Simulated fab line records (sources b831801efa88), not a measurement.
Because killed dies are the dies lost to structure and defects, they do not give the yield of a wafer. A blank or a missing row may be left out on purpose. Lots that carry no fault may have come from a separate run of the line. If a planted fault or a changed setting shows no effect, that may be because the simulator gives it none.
Which of the tools did it? + flow sky130 + 11 lots with 33 wafers sampled at 3 steps, on a route of 708 steps

## WHAT THE GAUGES READ, wafer by wafer
SKY_LI_CONTACT_RS_MEAS_22: measures by four-point-probe.
| lot  | measured     | on           | LI_CONTACT_W_RS (ohm/sq) |
|------|--------------|--------------|--------------------------|
| L506 | day 29 08:07 | filmMetro-02 | 0.2804 0.2780 0.2793     |
| L507 | day 29 08:55 | filmMetro-01 | 0.2808 0.2819 0.2806     |
| L509 | day 29 23:38 | filmMetro-01 | 0.2829 0.2824 0.2854     |
| L514 | day 31 23:25 | filmMetro-04 | 25.688 25.363 25.083     |
| L516 | day 32 15:13 | filmMetro-04 | 24.972 25.358 24.679     |
| L515 | day 32 15:57 | filmMetro-04 | 0.2853 0.2850 0.2830     |
| L518 | day 33 18:32 | filmMetro-04 | 0.2781 0.2835 0.2797     |
| L522 | day 35 04:21 | filmMetro-04 | 0.2825 0.2849 0.2872     |
| L525 | day 35 17:20 | filmMetro-02 | 0.2876 0.2859 0.2873     |
| L528 | day 36 08:21 | filmMetro-01 | 0.2829 0.2807 0.2765     |
| L529 | day 36 15:57 | filmMetro-02 | 0.2786 0.2826 0.2766     |

## WHAT TOOL EACH LOT RAN ON (gives the tool, then ch and the chambers of the sampled wafers, and finally the start)
| lot  | SKY_SD_N_STRIP_11                   | SKY_LI_CONTACT_CVD_21        |
|------|-------------------------------------|------------------------------|
| L506 | plasmaAsher-01 ch 0,1, day 28 01:29 | cvdW-01 ch 0,1, day 29 07:59 |
| L507 | plasmaAsher-03 ch 0,1, day 28 03:05 | cvdW-02 ch 0,1, day 29 08:47 |
| L509 | plasmaAsher-01 ch 0,1, day 28 17:35 | cvdW-01 ch 0,1, day 29 23:31 |
| L514 | plasmaAsher-04 ch 0,1, day 30 16:48 | cvdW-02 ch 0,1, day 31 23:17 |
| L516 | plasmaAsher-01 ch 0,1, day 31 08:50 | cvdW-01 ch 0,1, day 32 15:05 |
| L515 | plasmaAsher-03 ch 0,1, day 31 10:26 | cvdW-02 ch 0,1, day 32 15:49 |
| L518 | plasmaAsher-04 ch 0,1, day 32 13:18 | cvdW-01 ch 0,1, day 33 18:24 |
| L522 | plasmaAsher-01 ch 0,1, day 33 23:27 | cvdW-02 ch 0,1, day 35 04:13 |
| L525 | plasmaAsher-03 ch 0,1, day 34 12:42 | cvdW-02 ch 0,1, day 35 17:12 |
| L528 | plasmaAsher-01 ch 0,1, day 35 04:21 | cvdW-01 ch 0,1, day 36 08:13 |
| L529 | plasmaAsher-01 ch 0,1, day 35 11:29 | cvdW-01 ch 0,1, day 36 15:50 |
- SKY_SD_N_STRIP_11: strips in O2/N2.
- SKY_LI_CONTACT_CVD_21: deposits W, target thk 400 nm, time 120.56 s.

## THE ANSWER, worked out from the rows above alone
Rule: the lots themselves supply what counts as usual. The widest of any qualifying gaps counts: lots, ordered by their means at a reading, are off when they make up no more than a third of the lots, leave a main group of 4 or more, and stand apart from it by 3 or more times the standard deviation of that group's means. A main group is skipped when, at the precision printed for the reading in the tables above, its means are all equal. A lot without any number at a reading at which 4 lots or more have one is off too. Any other lot the step has rows for is counted as sound.
Off: at SKY_LI_CONTACT_RS_MEAS_22 (LI_CONTACT_W_RS), L514, L516. The main group has a mean of 0.2822 ohm/sq with a standard deviation of 0.0026.
A tool fits if, at a process step before that reading, it ran every lot that is off, and no sound lot after the first of them. Gauges at SKY_LI_CONTACT_RS_MEAS_22: tried the same way as those tools. Not one of the candidates tried fits.

## WHAT THE SIMULATOR HAD PUT IN
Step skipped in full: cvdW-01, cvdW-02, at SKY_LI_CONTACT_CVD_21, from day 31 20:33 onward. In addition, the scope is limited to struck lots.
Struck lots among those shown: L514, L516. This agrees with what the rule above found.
